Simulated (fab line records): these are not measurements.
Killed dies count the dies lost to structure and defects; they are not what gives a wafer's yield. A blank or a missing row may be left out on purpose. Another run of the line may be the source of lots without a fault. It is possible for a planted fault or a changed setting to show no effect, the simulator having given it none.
Which of the tools did it? :: flow gf180mcu :: 13 lots with 39 wafers sampled at 4 steps, on a route of 602 steps

== WHAT THE GAUGES SHOWED, per wafer ==
GF_TOP_METAL_OVL_MEAS_15. Usual: TOP_METAL_OVL typically reads 0.8 nm, with standard deviation 1.1.
lot: L435
measured: day 28 00:35
on: overlay-01
TOP_METAL_OVL (nm): 0.3 1.7 0.5
flag: 

lot: L437
measured: day 28 17:47
on: overlay-01
TOP_METAL_OVL (nm): 0.9 -0.6 1.0
flag: 

lot: L439
measured: day 29 06:56
on: overlay-01
TOP_METAL_OVL (nm): 1.7 0.6 -0.3
flag: 

lot: L438
measured: day 29 10:25
on: overlay-01
TOP_METAL_OVL (nm): 0.8 1.0 0.6
flag: 

lot: L441
measured: day 29 23:35
on: overlay-02
TOP_METAL_OVL (nm): -0.6 0.9 -0.1
flag: 

lot: L442
measured: day 30 04:35
on: overlay-02
TOP_METAL_OVL (nm): 0.9 -0.2 1.4
flag: 

lot: L444
measured: day 30 21:47
on: overlay-01
TOP_METAL_OVL (nm): 1.1 0.0 -0.1
flag: 

lot: L445
measured: day 31 01:59
on: overlay-01
TOP_METAL_OVL (nm): 1.0 -1.4 -1.0
flag: 

lot: L452
measured: day 32 21:26
on: overlay-01
TOP_METAL_OVL (nm): 0.9 1.4 -0.5
flag: 

lot: L454
measured: day 33 08:52
on: overlay-02
TOP_METAL_OVL (nm): 2.4 0.8 1.6
flag: 

lot: L455
measured: day 33 12:26
on: overlay-02
TOP_METAL_OVL (nm): 2.1 3.3 1.6
flag: 

lot: L456
measured: day 33 22:35
on: overlay-02
TOP_METAL_OVL (nm): -1.1 -0.9 -1.9
flag: 

lot: L457
measured: day 34 03:53
on: overlay-01
TOP_METAL_OVL (nm): 1.4 0.6 1.2
flag: 

== WHICH TOOL RAN EACH LOT (tool, then ch and the chambers of the sampled wafers, then the start) ==
lot: L435
GF_V4_STRIP_18: plasma_asher-04 ch 0,1, day 24 09:25
GF_V5_CVD_02: pecvd-02 ch 0,1,2, day 26 06:15
GF_TOP_METAL_SPUTTER_01: pvd_sputter-02, day 27 04:41

lot: L437
GF_V4_STRIP_18: plasma_asher-01 ch 0,1, day 25 03:56
GF_V5_CVD_02: pecvd-01 ch 0,1,2, day 26 23:47
GF_TOP_METAL_SPUTTER_01: pvd_sputter-04, day 27 22:12

lot: L439
GF_V4_STRIP_18: plasma_asher-04 ch 0, day 25 18:02
GF_V5_CVD_02: pecvd-02 ch 0,2, day 27 13:38
GF_TOP_METAL_SPUTTER_01: pvd_sputter-04, day 28 11:29

lot: L438
GF_V4_STRIP_18: plasma_asher-04 ch 0,1, day 25 20:02
GF_V5_CVD_02: pecvd-02 ch 0,1, day 27 16:22
GF_TOP_METAL_SPUTTER_01: pvd_sputter-02, day 28 14:26

lot: L441
GF_V4_STRIP_18: plasma_asher-01 ch 0,1, day 26 11:34
GF_V5_CVD_02: pecvd-04 ch 0,1,2, day 28 06:48
GF_TOP_METAL_SPUTTER_01: pvd_sputter-04, day 29 04:55

lot: L442
GF_V4_STRIP_18: plasma_asher-04 ch 0,1, day 26 17:35
GF_V5_CVD_02: pecvd-04 ch 0,1,2, day 28 12:19
GF_TOP_METAL_SPUTTER_01: pvd_sputter-01, day 29 09:20

lot: L444
GF_V4_STRIP_18: plasma_asher-01 ch 0,1, day 27 11:47
GF_V5_CVD_02: pecvd-04 ch 1,2, day 29 06:30
GF_TOP_METAL_SPUTTER_01: pvd_sputter-02, day 30 03:42

lot: L445
GF_V4_STRIP_18: plasma_asher-04 ch 0,1, day 27 17:23
GF_V5_CVD_02: pecvd-04 ch 0,1, day 29 10:38
GF_TOP_METAL_SPUTTER_01: pvd_sputter-01, day 30 07:54

lot: L452
GF_V4_STRIP_18: plasma_asher-02 ch 0,1, day 29 18:26
GF_V5_CVD_02: pecvd-01 ch 0,1,2, day 31 10:06
GF_TOP_METAL_SPUTTER_01: pvd_sputter-02, day 32 04:38

lot: L454
GF_V4_STRIP_18: plasma_asher-04 ch 0,1, day 30 06:34
GF_V5_CVD_02: pecvd-04 ch 0,2, day 31 21:59
GF_TOP_METAL_SPUTTER_01: pvd_sputter-04, day 32 16:40

lot: L455
GF_V4_STRIP_18: plasma_asher-04 ch 0,1, day 30 13:49
GF_V5_CVD_02: pecvd-02 ch 0,1,2, day 32 03:20
GF_TOP_METAL_SPUTTER_01: pvd_sputter-02, day 32 21:46

lot: L456
GF_V4_STRIP_18: plasma_asher-04 ch 0,1, day 30 22:17
GF_V5_CVD_02: pecvd-01 ch 0,1, day 32 12:05
GF_TOP_METAL_SPUTTER_01: pvd_sputter-02, day 33 06:46

lot: L457
GF_V4_STRIP_18: plasma_asher-04 ch 1, day 31 04:08
GF_V5_CVD_02: pecvd-01 ch 0,1,2, day 32 17:54
GF_TOP_METAL_SPUTTER_01: pvd_sputter-01, day 33 12:18
- GF_V4_STRIP_18: strips in O2/N2.
- GF_V5_CVD_02: deposits SiO2 from TEOS, target thk 1450 nm, time 163.28 s.
- GF_TOP_METAL_SPUTTER_01: material TiN, target thk 30 nm, time 25 s.

== WHAT THE TOOLS THEMSELVES READ (means of the sampled wafers that have a number; where no wafer has one, the mark that the record gives instead) ==
GF_V4_STRIP_18. Usual: drypump_motor_current_A 5.3 A, standard deviation 0.39; heater_power_w 323 W, standard deviation 18; oes_product_au 0.593 a.u., standard deviation 0.0046.
lot: L435
tool: plasma_asher-04
drypump_motor_current_A (A): 5.0
heater_power_w (W): 315
oes_product_au (a.u.): 0.594
flag: 

lot: L437
tool: plasma_asher-01
drypump_motor_current_A (A): 5.1
heater_power_w (W): 355
oes_product_au (a.u.): 0.593
flag: 

lot: L439
tool: plasma_asher-04
drypump_motor_current_A (A): 5.5
heater_power_w (W): 321
oes_product_au (a.u.): 0.592
flag: 

lot: L438
tool: plasma_asher-04
drypump_motor_current_A (A): 5.3
heater_power_w (W): 319
oes_product_au (a.u.): 0.598
flag: 

lot: L441
tool: plasma_asher-01
drypump_motor_current_A (A): 5.2
heater_power_w (W): 347
oes_product_au (a.u.): 0.596
flag: 

lot: L442
tool: plasma_asher-04
drypump_motor_current_A (A): 5.3
heater_power_w (W): 319
oes_product_au (a.u.): 0.593
flag: 

lot: L444
tool: plasma_asher-01
drypump_motor_current_A (A): 5.2
heater_power_w (W): 347
oes_product_au (a.u.): 0.593
flag: 

lot: L445
tool: plasma_asher-04
drypump_motor_current_A (A): 5.0
heater_power_w (W): 313
oes_product_au (a.u.): 0.593
flag: 

lot: L452
tool: plasma_asher-02
drypump_motor_current_A (A): 5.8
heater_power_w (W): 316
oes_product_au (a.u.): 0.591
flag: 

lot: L454
tool: plasma_asher-04
drypump_motor_current_A (A): 5.0
heater_power_w (W): 313
oes_product_au (a.u.): 0.593
flag: 

lot: L455
tool: plasma_asher-04
drypump_motor_current_A (A): 5.3
heater_power_w (W): 319
oes_product_au (a.u.): 0.591
flag: 

lot: L456
tool: plasma_asher-04
drypump_motor_current_A (A): 5.0
heater_power_w (W): 310
oes_product_au (a.u.): 0.596
flag: 

lot: L457
tool: plasma_asher-04
drypump_motor_current_A (A): 4.8
heater_power_w (W): 311
oes_product_au (a.u.): 0.590
flag: 

GF_V5_CVD_02. Usual: heater_power_w 662 W, standard deviation 87.
lot: L435
tool: pecvd-02
heater_power_w (W): 644
flag: 

lot: L437
tool: pecvd-01
heater_power_w (W): 602
flag: 

lot: L439
tool: pecvd-02
heater_power_w (W): 584
flag: 

lot: L438
tool: pecvd-02
heater_power_w (W): 600
flag: 

lot: L441
tool: pecvd-04
heater_power_w (W): 753
flag: 

lot: L442
tool: pecvd-04
heater_power_w (W): 696
flag: 

lot: L444
tool: pecvd-04
heater_power_w (W): 777
flag: 

lot: L445
tool: pecvd-04
heater_power_w (W): 749
flag: 

lot: L452
tool: pecvd-01
heater_power_w (W): 643
flag: 

lot: L454
tool: pecvd-04
heater_power_w (W): 720
flag: 

lot: L455
tool: pecvd-02
heater_power_w (W): 601
flag: 

lot: L456
tool: pecvd-01
heater_power_w (W): 648
flag: 

lot: L457
tool: pecvd-01
heater_power_w (W): 650
flag: 

GF_TOP_METAL_SPUTTER_01. Usual: throttle_valve_pct 30.8 %, standard deviation 0.91.
lot: L435
tool: pvd_sputter-02
throttle_valve_pct (%): 31.6
flag: 

lot: L437
tool: pvd_sputter-04
throttle_valve_pct (%): 30.3
flag: 

lot: L439
tool: pvd_sputter-04
throttle_valve_pct (%): 30.1
flag: 

lot: L438
tool: pvd_sputter-02
throttle_valve_pct (%): 31.3
flag: 

lot: L441
tool: pvd_sputter-04
throttle_valve_pct (%): 30.9
flag: 

lot: L442
tool: pvd_sputter-01
throttle_valve_pct (%): 30.7
flag: 

lot: L444
tool: pvd_sputter-02
throttle_valve_pct (%): 31.6
flag: 

lot: L445
tool: pvd_sputter-01
throttle_valve_pct (%): 30.5
flag: 

lot: L452
tool: pvd_sputter-02
throttle_valve_pct (%): 31.6
flag: 

lot: L454
tool: pvd_sputter-04
throttle_valve_pct (%): 29.6
flag: 

lot: L455
tool: pvd_sputter-02
throttle_valve_pct (%): 31.6
flag: 

lot: L456
tool: pvd_sputter-02
throttle_valve_pct (%): 31.2
flag: 

lot: L457
tool: pvd_sputter-01
throttle_valve_pct (%): 30.6
flag: 

== THE ANSWER, worked out from the rows above alone ==
Rule: take the mean of a lot's wafers that have a number; if it is more than 3 standard deviations from the usual mean, the lot is off. A lot without any number at a reading at which 4 lots or more have one is off too. The other lots that the step has rows for count as sound. After the gauges, taken in route order, come the tools' own readings; for these a lot's mean is taken, as printed above. The first step at which some lot is off is used, and at that step the reading that is off furthest; a lot without a number counts as furthest.
Nothing can be told from this: no lot is off at any reading shown.

== WHAT HAD BEEN PUT IN BY THE SIMULATOR ==
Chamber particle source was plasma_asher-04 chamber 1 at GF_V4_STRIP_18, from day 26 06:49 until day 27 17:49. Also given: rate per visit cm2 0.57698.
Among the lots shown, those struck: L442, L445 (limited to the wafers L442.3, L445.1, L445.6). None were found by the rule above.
